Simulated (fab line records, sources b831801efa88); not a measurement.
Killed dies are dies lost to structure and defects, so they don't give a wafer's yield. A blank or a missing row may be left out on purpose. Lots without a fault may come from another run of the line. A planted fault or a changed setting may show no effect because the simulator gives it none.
Chamber matching | flow sky130 | SKY_VIA3_ETCH_15 on rie_diel-01: 4 sister chambers
The step etches SiO2 in C4F8/O2/Ar, stops on TiN, target depth 507 nm, time 78 s. 4 wafers are shown with their chamber, then 8 later ones without.

WAFERS WITH THEIR CHAMBER
wafer  | chamber | oes_product_au (a.u.)
L093.1 | 3       | 0.949
L093.2 | 2       | 0.948
L093.3 | 0       | 0.942
L093.4 | 1       | 0.942

WAFERS WITHOUT THEIR CHAMBER
wafer  | oes_product_au (a.u.)
L093.5 | 0.959
L093.6 | 0.955
L094.1 | 0.943
L094.2 | 0.943
L094.3 | 0.951
L094.4 | 0.944
L094.5 | 0.940
L094.6 | 0.941

WHICH CHAMBER EACH WENT THROUGH
wafer  | from the rows above               | in truth
L093.5 | can't be placed: 3 or 2 or 0 or 1 | 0
L093.6 | can't be placed: 3 or 2 or 0 or 1 | 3
L094.1 | can't be placed: 0 or 1 or 2 or 3 | 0
L094.2 | can't be placed: 0 or 1 or 2 or 3 | 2
L094.3 | can't be placed: 3 or 2 or 0 or 1 | 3
L094.4 | can't be placed: 0 or 1 or 2 or 3 | 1
L094.5 | can't be placed: 0 or 1 or 2 or 3 | 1
L094.6 | can't be placed: 0 or 1 or 2 or 3 | 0
Placed correctly: 0 of 8. Can't be placed from these rows: 8 (the true chamber is among the candidates in 8). Placed wrongly: 0.
How it was worked out, from the rows above alone: a wafer's distance from a chamber is the root of the sum, over the readings, of the square of ((its reading less the chamber's mean) divided by the reading's scatter). The wafer belongs to the nearest chamber; if the next one is less than 2 further off, it can't be placed. A chamber's mean is the mean of its shown wafers. The scatter: with one shown wafer a chamber, the root of the mean of the squares of how far each hidden wafer lies from its nearest shown one.
